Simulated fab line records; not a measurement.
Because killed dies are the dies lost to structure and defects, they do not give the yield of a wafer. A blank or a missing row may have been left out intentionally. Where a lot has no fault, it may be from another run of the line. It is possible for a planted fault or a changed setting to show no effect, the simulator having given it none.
Code-filled problem report in 8D (eight disciplines) form + flow gf180mcu + the parts of the form that need people (team, actions taken, sign-off) are left out

== 1. WHAT WENT WRONG ==
beam_energy_keV at GF_VT_IMPLANT_IMPLANT_19 reads a mean of 102.91 on 6 wafers of 2 lots; wafers without a fault read 100.00 with a standard deviation of 0.033. That puts it +88 standard deviations away from the usual mean.
First seen on wafer L657.1, day 8 11:05, on implanter-01. Wafers with a number at this step in the record: 18, from 6 lots. The rule behind "out" and "out of limits": a value lying over 4 standard deviations away from the usual mean. The rest of the wafers with a number are treated as sound.

== 2. WHAT IT IS AND WHAT IT IS NOT ==
| question                    | is                     | is not                                                                         |
|-----------------------------|------------------------|--------------------------------------------------------------------------------|
| which readings at this step | beam_energy_keV        | -                                                                              |
| which lots                  | L657, L661             | L653, L664, L666, L672                                                         |
| which wafers of those lots  | all that have a number | -                                                                              |
| read on which tools         | implanter-01           | implanter-02                                                                   |
| when                        | from day 8 11:05       | up to then (3 sound wafers); but 9 sound wafers of L664, L666, L672 came after |

== 3. SUSPECTS, AND WHAT RULES EACH OUT ==
Counting: a tool at a process step up to the reading stays a suspect if it ran every lot that is out and no sound lot after the first of them.
- implanter-01 at GF_VT_IMPLANT_IMPLANT_19: kept. Every lot that is out went through it, starting with L657 (day 8 11:05), and after that it ran no sound lot; the last sound lot it ran before then is L653 (day 7 06:18). Its own readings are out on those wafers: beam_energy_keV.
Left after counting: implanter-01 at GF_VT_IMPLANT_IMPLANT_19.

== 4. THE CAUSE (what the simulator had put in) ==
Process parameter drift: implanter-01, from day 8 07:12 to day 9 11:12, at GF_VT_IMPLANT_IMPLANT_19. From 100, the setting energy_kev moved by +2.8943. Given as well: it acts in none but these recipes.
This tool alone remained once counting was done.

== 5. THE EFFECT CHAIN, in route order ==
Rows list readings where the struck wafers' mean (over those with a number) sits beyond 3 standard deviations from the usual. Scope: only readings with a usual standard deviation given in the record; hours: median across lots of the time from each lot's start at the first step in this table that gives one to its start at this step; sigmas: change in usual standard deviations.
| hours | step                     | reading         | usual  | on struck wafers | change | sigmas |
|-------|--------------------------|-----------------|--------|------------------|--------|--------|
| 0     | GF_VT_IMPLANT_IMPLANT_19 | beam_energy_keV | 100.00 | 102.91           | +2.91  | +88    |
It contains these process steps:
- GF_VT_IMPLANT_IMPLANT_19

== 6. HOW IT WOULD HAVE BEEN CAUGHT EARLIER ==
In this record no reading fell out of limits until day 8 11:05, 4 hours after the fault had begun at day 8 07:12.
